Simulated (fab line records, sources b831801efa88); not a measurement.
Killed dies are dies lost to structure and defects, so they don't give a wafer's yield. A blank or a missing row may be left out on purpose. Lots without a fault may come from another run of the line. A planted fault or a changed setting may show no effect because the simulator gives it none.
fab line records | flow sky130 | part 2 of 2: steps 43 to 43 of 43
record lots=6 wafers=18 last_day=50
route steps=708 shown METAL1@446 VIA1@458 METAL2@483 PAD_OPEN@708
lots that met no fault: from a run of the same line without faults
start_h: hours from the record's first day to the start of the lot's first wafer shown | wait_h: hours since the lot's step before | " the same as in the row above | L1.1+2: a row that stands for several wafers | - no value, or no start given | * or withheld: withheld | < > ~ a bound
route shown NAME@n: a module of which the file shows steps, and the number in the route of the first | usual: mean/standard deviation of fault-free wafers | same: alike in all rows | chamber/n: place in a boat | sites: the reading at each site | _std_site: their standard deviation | _edge_site: outer sites' mean less inner sites' | radius_mm: how far each site lies from the wafer's centre | mask NAME#n: copy n | behind: the tool/chamber that last shaped the wafer | hold: why the lot was held/for how many hours/how that ended | device: the transistor (n, p or np) that didn't switch | end of line: the same wafers' tests at the end of the route | a step without rows: its recipe alone | killed: dies lost to structure and defects at the first sort, not the wafer's yield | map: a wafer's dies, x killed, . not, _ none there
set.NAME: the setting as run; set.NAME@STEP: as run at that earlier step | model.NAME: the simulator's own value behind a step, which no gauge read
lots at some steps of the route; a table a step, a row a wafer
services: from which hour (start_h, from the record's first day; less than 0 if before it) a tool's chamber was out of use, for how many hours, and why
## steps
# step SKY_PAD_OPEN_PROBE_99
# usual defect_limited_yield=82.5/1.9 killed_at_M0_to_M3=43/6.4 killed_at_M4_up=2.9/1.7 killed_at_contacts=24/5 killed_at_front_end=15/4 killed_at_other=0.4/0.62 killed_dies=86/9.3 killed_on_rim=17/3.5 killed_open=47/6.8 killed_short=38/5.8 sort_bin_3_pad_short=0.9/0.42 sort_bin_5_function=10.3/1.5 sort_bin_6_memory=6.3/1.1 sort_n_pass=406/9.3 sort_yield_pct=82.5/1.9
# same gross_dies=492 killed_at_back_side=0 sort_bin_4_leakage[%]=0 sort_bin_8_speed[%]=0
# columns lot.wafer tool chamber start_h wait_h defect_limited_yield[%] killed_at_M0_to_M3 killed_at_M4_up killed_at_contacts killed_at_front_end killed_at_other killed_dies killed_on_rim killed_open killed_short sort_bin_3_pad_short[%] sort_bin_5_function[%] sort_bin_6_memory[%] sort_n_pass sort_yield_pct[%] model.etest.tester.sort_n_pass model.etest.tester.sort_yield_pct model.etest.tester.sort_bin_5_pct model.etest.tester.sort_bin_3_pct
L624.1 prober-02 - 1085.80 0.1 83.5 37 4 21 19 0 81 18 42 39 0.8 8.7 6.9 411 83.5 411 83.54 8.74 0.813
L624.4 prober-02 - 1085.95 0.2 82.5 42 0 35 9 0 86 17 55 29 1.0 10.2 6.3 406 82.5 406 82.52 10.16 1.016
L625.2 prober-01 - 1087.80 0.1 83.1 45 3 22 13 0 83 13 45 38 0.2 10.8 5.9 409 83.1 409 83.13 10.77 0.2033
L625.3 prober-01 - 1087.85 0.2 83.7 38 3 22 17 0 80 13 42 38 0.4 9.8 6.1 412 83.7 412 83.74 9.756 0.4065
L625.5 prober-01 - 1087.95 0.2 85.2 40 3 18 12 0 73 19 40 33 1.0 8.3 5.5 419 85.2 419 85.16 8.333 1.016
L627.1 prober-01 - 1104.69 0.1 82.1 50 8 22 8 0 88 18 47 41 0.8 10.4 6.7 404 82.1 404 82.11 10.37 0.813
L627.3 prober-01 - 1104.79 0.2 80.1 52 3 30 13 0 98 24 57 41 0.4 12.8 6.7 394 80.1 394 80.08 12.8 0.4065
L627.6 prober-01 - 1104.94 0.2 81.9 39 4 25 21 0 89 16 49 39 0.4 12.2 5.5 403 81.9 403 81.91 12.2 0.4065
L636.3 prober-01 - 1155.91 0.2 81.1 48 1 29 15 0 93 21 58 35 0.8 12.6 5.5 399 81.1 399 81.1 12.6 0.813
L636.4 prober-01 - 1155.96 0.2 84.3 39 2 22 14 0 77 18 35 42 0.8 9.8 5.1 415 84.3 415 84.35 9.756 0.813
L636.5 prober-01 - 1156.01 0.2 70.5 98 3 28 16 0 145 25 50 41 2.4 19.7 7.3 347 70.5 347 70.53 19.72 2.439
L637.3 prober-02 - 1165.75 0.2 80.7 52 4 24 15 0 95 17 56 39 0.4 12.8 6.1 397 80.7 397 80.69 12.8 0.4065
L637.5 prober-02 - 1165.85 0.2 79.7 54 5 24 17 0 100 15 49 51 1.0 12.2 7.1 392 79.7 392 79.67 12.2 1.016
L637.6 prober-02 - 1165.90 0.2 70.5 95 6 31 13 0 145 29 44 45 3.0 17.3 9.1 347 70.5 347 70.53 17.28 3.049
L645.1 prober-02 - 1191.36 0.1 80.7 47 3 36 8 1 95 15 49 46 1.4 13.0 4.9 397 80.7 397 80.69 13.01 1.423
L645.3 prober-02 - 1191.46 0.2 83.7 41 2 18 19 0 80 10 47 33 1.2 9.6 5.5 412 83.7 412 83.74 9.553 1.22
L645.6 prober-02 - 1191.61 0.2 82.5 51 0 24 11 0 86 16 53 33 0.8 9.3 7.3 406 82.5 406 82.52 9.35 0.813
# killed by level:class
L624.1 CONTACT:geometric_particle:open=8 VIA2:geometric_particle:open=8 FIELD_ISO:geometric_particle:open=6 VIA1:geometric_particle:open=6 LOCAL_INTERCONNECT:geometric_particle:short=5 VIA3:geometric_particle:open=5 CONTACT:geometric_particle:short=4 METAL1:geometric_particle:short=4
L624.4 VIA1:geometric_particle:open=13 LI_CONTACT:geometric_particle:open=12 CONTACT:geometric_particle:open=11 CONTACT:geometric_particle:short=6 METAL1:geometric_particle:short=5 VIA2:geometric_particle:open=5 VIA3:geometric_particle:open=5 LI_CONTACT:geometric_particle:short=3
L625.2 LI_CONTACT:geometric_particle:open=10 VIA3:geometric_particle:open=10 VIA1:geometric_particle:short=8 VIA1:geometric_particle:open=8 FIELD_ISO:geometric_particle:short=5 METAL1:geometric_particle:short=4 VIA2:geometric_particle:open=4 POLY_GATE:geometric_particle:open=3
L625.3 LI_CONTACT:geometric_particle:open=8 METAL1:geometric_particle:short=6 CONTACT:geometric_particle:open=6 VIA2:geometric_particle:open=6 FIELD_ISO:geometric_particle:open=5 METAL2:geometric_particle:short=5 VIA1:geometric_particle:open=5 VIA3:geometric_particle:open=4
L625.5 VIA1:geometric_particle:open=11 CONTACT:geometric_particle:open=7 CONTACT:geometric_particle:short=6 VIA1:geometric_particle:short=6 METAL1:geometric_particle:short=5 VIA2:geometric_particle:open=5 FIELD_ISO:geometric_particle:open=4 LI_CONTACT:geometric_particle:open=3
L627.1 VIA2:geometric_particle:open=12 VIA1:geometric_particle:open=10 METAL4:geometric_particle:short=7 LI_CONTACT:geometric_particle:open=6 CONTACT:geometric_particle:open=6 METAL1:geometric_particle:short=6 VIA3:geometric_particle:open=5 LI_CONTACT:geometric_particle:short=5
L627.3 VIA1:geometric_particle:open=19 CONTACT:geometric_particle:open=11 VIA2:geometric_particle:open=8 CONTACT:geometric_particle:short=6 VIA1:geometric_particle:short=5 LI_CONTACT:geometric_particle:open=4 LI_CONTACT:geometric_particle:short=4 LOCAL_INTERCONNECT:geometric_particle:short=4
L627.6 CONTACT:geometric_particle:open=14 VIA1:geometric_particle:open=8 VIA2:geometric_particle:open=7 FIELD_ISO:geometric_particle:open=6 VIA3:geometric_particle:open=6 FIELD_ISO:geometric_particle:short=5 LI_CONTACT:geometric_particle:open=4 CONTACT:geometric_particle:short=4
L636.3 CONTACT:geometric_particle:open=14 VIA1:geometric_particle:open=10 VIA3:geometric_particle:open=10 VIA2:geometric_particle:open=7 CONTACT:geometric_particle:short=7 FIELD_ISO:geometric_particle:open=6 LI_CONTACT:geometric_particle:open=5 METAL1:geometric_particle:short=5
L636.4 CONTACT:geometric_particle:open=12 VIA1:geometric_particle:short=8 VIA1:geometric_particle:open=7 METAL1:geometric_particle:short=5 LOCAL_INTERCONNECT:geometric_particle:short=5 METAL3:geometric_particle:short=5 VIA3:geometric_particle:open=5 CONTACT:geometric_particle:short=4
L636.5 VIA1:unspecified=52 CONTACT:geometric_particle:open=12 VIA1:geometric_particle:open=10 VIA2:geometric_particle:open=9 LI_CONTACT:geometric_particle:open=7 CONTACT:geometric_particle:short=6 METAL3:geometric_particle:short=6 FIELD_ISO:geometric_particle:short=5
L637.3 VIA1:geometric_particle:open=14 CONTACT:geometric_particle:open=10 FIELD_ISO:geometric_particle:short=7 METAL1:geometric_particle:short=7 LI_CONTACT:geometric_particle:open=6 METAL2:geometric_particle:short=6 CONTACT:geometric_particle:short=5 FIELD_ISO:geometric_particle:open=4
L637.5 VIA2:geometric_particle:open=9 CONTACT:geometric_particle:open=8 METAL1:geometric_particle:short=8 VIA1:geometric_particle:short=6 VIA1:geometric_particle:open=6 FIELD_ISO:geometric_particle:open=5 FIELD_ISO:geometric_particle:short=5 METAL3:geometric_particle:short=5
L637.6 VIA1:unspecified=56 VIA1:geometric_particle:open=14 CONTACT:geometric_particle:open=9 LI_CONTACT:geometric_particle:short=8 FIELD_ISO:geometric_particle:short=6 LI_CONTACT:geometric_particle:open=6 LOCAL_INTERCONNECT:geometric_particle:short=5 METAL1:geometric_particle:short=5
L645.1 VIA1:geometric_particle:open=13 LOCAL_INTERCONNECT:geometric_particle:short=10 CONTACT:geometric_particle:short=10 CONTACT:geometric_particle:open=8 LI_CONTACT:geometric_particle:open=6 VIA2:geometric_particle:open=6 VIA3:geometric_particle:open=6 METAL1:geometric_particle:short=5
L645.3 VIA1:geometric_particle:open=10 CONTACT:geometric_particle:open=8 POLY_GATE:geometric_particle:open=6 LOCAL_INTERCONNECT:geometric_particle:short=6 VIA2:geometric_particle:open=5 VIA3:geometric_particle:open=5 METAL1:geometric_particle:short=5 FIELD_ISO:geometric_particle:open=4
L645.6 VIA1:geometric_particle:open=14 CONTACT:geometric_particle:open=11 VIA1:geometric_particle:short=8 LI_CONTACT:geometric_particle:open=8 VIA2:geometric_particle:open=7 METAL2:geometric_particle:short=5 METAL1:geometric_particle:short=5 VIA3:geometric_particle:open=5
# map L636.5 (x killed, . not)
__________.........._________
________...xx..xx..x.._______
______xx..x...x...x....._____
_____........x...x.xx....____
____x.xx..x.x....x.....xxx___
___...x..x...x......xxxxxx.__
__...xx..x.x...x...x.xxxxxxx_
_.............x...xxxxxxxxxxx
_x.................xxxxxxxxxx
_...xx........x....xxxxxxxxx.
_...x....x...........xxxxxxxx
_....xx...........x.xx.x.x...
_.x..x.......x.x.....xx......
_xx..x...x...xx..x.x.......x.
_.................x..x..x....
__x..........xx...x..x...x.._
___......x..x.x....x.......__
____..x..........xxxx...x.___
_____xxx........x..x.....____
______......xx...x......_____
________...........x.x_______
__________..xxx..x.._________
# map L637.6 (x killed, . not)
__________......x..._________
________.......xx....._______
______..x..x..xx.......x_____
_____.................x.x____
____.........x.x....xxxxxx___
___.......x.xx..x...xxxxxxx__
__................xxxxxxxxxx_
_x......x..x....xx..xxxxxxxxx
_....xx...xx.x.....xxxxxxxxxx
_...x.....x.x......xxxxxxxxxx
_.....x...x..x....x...xxxxxxx
_x...x..x.....x......x..x.x..
_....xxx.....x..x..........x.
_.......x.......xx...x.......
_......x....x.xx.xxx...x.....
__xx.....x...........x......_
___x...x.x..x......x.......__
____xx........x...x.x.....___
_____...x.......x.......x____
______..xxxx.x.....x...._____
________..x.........x._______
__________...xx.x..._________
## services
# columns tool chamber start_h hours kind
hdpcvd-01 - 756.36 4.3 pm
hdpcvd-01 0 761.16 1.7 repair
plasma_asher-03 - 765.19 2.8 pm
rie_metal-04 1 775.61 - clean
rie_metal-04 1 775.61 24.1 scheduled_down
rie_metal-04 1 775.61 24.1 vent_cycle
hdpcvd-01 1 782.89 8.8 repair
plasma_asher-04 - 784.45 4.2 repair
plasma_asher-01 - 794.23 10.0 pm
pvd_sputter-03 - 825.22 1.5 repair
plasma_asher-01 - 827.18 2.3 repair
rie_metal-01 1 852.15 1.1 repair
rie_metal-01 1 853.27 - clean
rie_metal-01 1 853.27 14.5 scheduled_down
rie_metal-01 1 853.27 14.5 vent_cycle
pvd_sputter-02 - 853.85 2.6 repair
pvd_sputter-02 - 855.79 0.5 repair
pvd_sputter-03 - 873.51 0.6 repair
pvd_sputter-01 - 889.57 2.6 repair
rie_metal-04 0 903.35 16.0 repair
pvd_sputter-03 3 907.84 - consumable_replace:kit
pvd_sputter-03 3 907.84 18.0 scheduled_down
plasma_asher-03 - 930.60 2.6 repair
hdpcvd-01 - 950.25 15.0 pm
## key
first_sign step=SKY_PAD_OPEN_PROBE_99 reading=killed_at_M0_to_M3 direction=up sigmas=8.4 usual=43 struck=96
effect step=SKY_PAD_OPEN_PROBE_99 reading=defect_limited_yield direction=down sigmas=6.3 usual=82.5 struck=70.5
model_effect step=SKY_PAD_OPEN_PROBE_99 value=etest.tester.sort_n_pass without=396.5 struck=347
met_at SKY_VIA1_HDPCVD_00
struck_wafers L636.5,L637.6
onset_between 779.56 872.91
fault kind=chamber_particle_source tool=hdpcvd-02 chamber=2 onset_h=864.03 steps=SKY_VIA1_HDPCVD_00 rate_per_visit_cm2=1.0669 end_h=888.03
